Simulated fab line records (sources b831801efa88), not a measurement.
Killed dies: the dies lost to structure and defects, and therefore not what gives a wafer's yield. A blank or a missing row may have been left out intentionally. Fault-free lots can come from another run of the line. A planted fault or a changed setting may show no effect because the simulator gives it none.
Which tool is to blame?    flow gf180mcu    18 wafers from 6 lots sampled at 3 of the route's 602 steps

## WHAT THE GAUGES SHOWED, per wafer
GF_HV_LDD_CD_MEAS_46: the cd target is 400 nm.
lot   measured      on         cd_nm (nm)
L982  day 12 20:41  cd_sem-01  398.0 399.0 397.8
L992  day 17 01:50  cd_sem-01  398.9 479.0 399.3
L994  day 17 08:34  cd_sem-01  397.8 479.1 397.4
L997  day 18 02:34  cd_sem-02  398.0 399.2 396.4
L999  day 18 19:11  cd_sem-01  401.9 399.7 399.7
L103  day 20 15:51  cd_sem-02  399.5 397.8 397.4

## TOOL THAT RAN EACH LOT (tool first, then ch and the chambers of the sampled wafers, then the start)
lot   GF_POLY_GATE_STRIP_14                 GF_HV_LDD_COAT_41
L982  plasma_asher-03 ch 0,1, day 9 16:10   litho_track-01 ch 0, day 12 11:03
L992  plasma_asher-04 ch 0,1, day 13 08:53  litho_track-03 ch 0, day 16 13:50
L994  plasma_asher-01 ch 0,1, day 13 15:06  litho_track-03 ch 0, day 16 21:02
L997  plasma_asher-01 ch 0,1, day 14 06:22  litho_track-02 ch 0, day 17 14:35
L999  plasma_asher-03 ch 0,1, day 14 23:46  litho_track-01 ch 0, day 18 07:54
L103  plasma_asher-04 ch 0,1, day 16 06:52  litho_track-02 ch 0, day 20 02:43
- GF_POLY_GATE_STRIP_14: strips in O2/N2.
- GF_HV_LDD_COAT_41: resist thk 1000 nm.

## THE ANSWER, worked out from the rows above alone
Rule: what is usual is taken from the lots themselves. The widest of any qualifying gaps counts: lots, ordered by their means at a reading, are off when they make up no more than a third of the lots, leave a main group of 4 or more, and stand apart from it by 3 or more times the standard deviation of that group's means. The tables above print the reading to a certain number of digits; a main group whose means all agree to those digits is not used. Also off: a lot with no number at a reading for which 4 or more lots have one. Any other lot the step has rows for is counted as sound.
Off: L992, L994 (GF_HV_LDD_CD_MEAS_46, cd_nm). For the main group the mean is 398.7 nm and the standard deviation 1.
A tool fits if, at a process step before that reading, it ran every lot that is off, and no sound lot after the first of them. The gauges at GF_HV_LDD_CD_MEAS_46 are tried like those tools. One fits: litho_track-03 at GF_HV_LDD_COAT_41. It ran no sound lot before its first lot that is off in this sample, so the start can't be narrowed down.

## WHAT WAS PUT IN BY THE SIMULATOR
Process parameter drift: litho_track-03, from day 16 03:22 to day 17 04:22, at GF_HV_LDD_COAT_41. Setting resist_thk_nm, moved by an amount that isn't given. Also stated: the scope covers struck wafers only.
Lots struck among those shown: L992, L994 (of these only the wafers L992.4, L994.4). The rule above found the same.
